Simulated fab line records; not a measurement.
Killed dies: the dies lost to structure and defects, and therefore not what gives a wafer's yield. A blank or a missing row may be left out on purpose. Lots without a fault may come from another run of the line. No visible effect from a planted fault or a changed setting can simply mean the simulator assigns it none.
Matching of chambers || flow gf180mcu || GF_V4_CVD_00 on hdpcvd-02: 3 sister chambers
The step deposits SiO2, target thk 600 nm, time 100 s. 6 wafers are shown with their chamber, then 7 later ones without.

## WAFERS WITH THEIR CHAMBER
{"wafer": "L205.2", "chamber": 1, "sih4 flow sccm (sccm)": 60.06}
{"wafer": "L205.3", "chamber": 2, "sih4 flow sccm (sccm)": 59.97}
{"wafer": "L205.4", "chamber": 2, "sih4 flow sccm (sccm)": 59.96}
{"wafer": "L210.1", "chamber": 0, "sih4 flow sccm (sccm)": 60.06}
{"wafer": "L210.3", "chamber": 1, "sih4 flow sccm (sccm)": 59.86}
{"wafer": "L210.6", "chamber": 0, "sih4 flow sccm (sccm)": 60.32}

## WAFERS WITH NO CHAMBER GIVEN
{"wafer": "L211.1", "sih4 flow sccm (sccm)": 60.12}
{"wafer": "L211.2", "sih4 flow sccm (sccm)": 60.06}
{"wafer": "L211.6", "sih4 flow sccm (sccm)": 59.78}
{"wafer": "L219.3", "sih4 flow sccm (sccm)": 59.74}
{"wafer": "L220.4", "sih4 flow sccm (sccm)": 60.10}
{"wafer": "L221.1", "sih4 flow sccm (sccm)": 60.36}
{"wafer": "L221.4", "sih4 flow sccm (sccm)": 60.13}

## EACH ONE'S CHAMBER
{"wafer": "L211.1", "from the rows above": "can't be placed: 0 or 2 or 1", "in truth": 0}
{"wafer": "L211.2", "from the rows above": "can't be placed: 2 or 1 or 0", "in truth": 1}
{"wafer": "L211.6", "from the rows above": "can't be placed: 1 or 2 or 0", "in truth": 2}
{"wafer": "L219.3", "from the rows above": "can't be placed: 1 or 2 or 0", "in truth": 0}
{"wafer": "L220.4", "from the rows above": "can't be placed: 0 or 2 or 1", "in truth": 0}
{"wafer": "L221.1", "from the rows above": "can't be placed: 0 or 2 or 1", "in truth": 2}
{"wafer": "L221.4", "from the rows above": "can't be placed: 0 or 2 or 1", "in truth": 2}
Correctly placed: 0 of 7. Cannot be placed on the basis of these rows: 7; the candidates contain the true chamber in 7. 0 placed wrongly.
How it was worked out, from the rows above alone: a wafer's distance from a chamber is the root of the sum, over the readings, of the square of ((its reading less the chamber's mean) divided by the reading's scatter). If the next closest chamber is less than 2 further off than the closest, the wafer can't be placed; otherwise it belongs to the closest. Each chamber's mean is taken over the wafers shown for it. The scatter is the square root of a quotient: the sum, over the shown wafers, of each reading's squared deviation from its chamber's mean, divided by wafers minus chambers.
